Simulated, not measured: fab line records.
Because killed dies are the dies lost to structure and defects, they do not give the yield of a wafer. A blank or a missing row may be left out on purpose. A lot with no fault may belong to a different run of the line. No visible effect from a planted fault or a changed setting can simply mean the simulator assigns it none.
Which of the tools did it? || flow gf180mcu || 18 wafers from 6 lots sampled at 2 of the route's 602 steps

## WHAT EACH GAUGE READ, for each wafer
GF_V1_OVL_MEAS_15.
{"lot": "L541", "measured": "day 19 03:08", "on": "overlay-01", "V1_OVL (nm)": "7 10 3"}
{"lot": "L549", "measured": "day 22 09:53", "on": "overlay-01", "V1_OVL (nm)": "-4 1 2"}
{"lot": "L552", "measured": "day 23 06:53", "on": "overlay-01", "V1_OVL (nm)": "-4 -2 1"}
{"lot": "L557", "measured": "day 25 00:35", "on": "overlay-02", "V1_OVL (nm)": "-4 3 7"}
{"lot": "L559", "measured": "day 25 16:09", "on": "overlay-01", "V1_OVL (nm)": "0 10 3"}
{"lot": "L561", "measured": "day 26 08:01", "on": "overlay-01", "V1_OVL (nm)": "0 5 -3"}

## TOOL THAT RAN EACH LOT (tool first, then ch and the chambers of the sampled wafers, then the start)
{"lot": "L541", "GF_V1_CMP_04": "cmp-01 ch 0,1,2, day 18 02:40"}
{"lot": "L549", "GF_V1_CMP_04": "cmp-01 ch 1,2,3, day 21 09:39"}
{"lot": "L552", "GF_V1_CMP_04": "cmp-02 ch 0,3, day 22 07:08"}
{"lot": "L557", "GF_V1_CMP_04": "cmp-01 ch 1,3, day 24 02:08"}
{"lot": "L559", "GF_V1_CMP_04": "cmp-02 ch 0,3, day 24 19:13"}
{"lot": "L561", "GF_V1_CMP_04": "cmp-02 ch 1,2, day 25 10:26"}
- GF_V1_CMP_04: polishes SiO2.

## THE ANSWER, worked out from the rows above alone
Rule: what is usual is taken from the lots themselves. The widest of any qualifying gaps counts: lots, ordered by their means at a reading, are off when they make up no more than a third of the lots, leave a main group of 4 or more, and stand apart from it by 3 or more times the standard deviation of that group's means. A main group is skipped when, at the precision printed for the reading in the tables above, its means are all equal. A lot without any number at a reading at which 4 lots or more have one is off too. The other lots that the step has rows for count as sound.
No lot is off on any of the readings shown, so nothing can be concluded from this.

## WHAT THE SIMULATOR HAD INSERTED
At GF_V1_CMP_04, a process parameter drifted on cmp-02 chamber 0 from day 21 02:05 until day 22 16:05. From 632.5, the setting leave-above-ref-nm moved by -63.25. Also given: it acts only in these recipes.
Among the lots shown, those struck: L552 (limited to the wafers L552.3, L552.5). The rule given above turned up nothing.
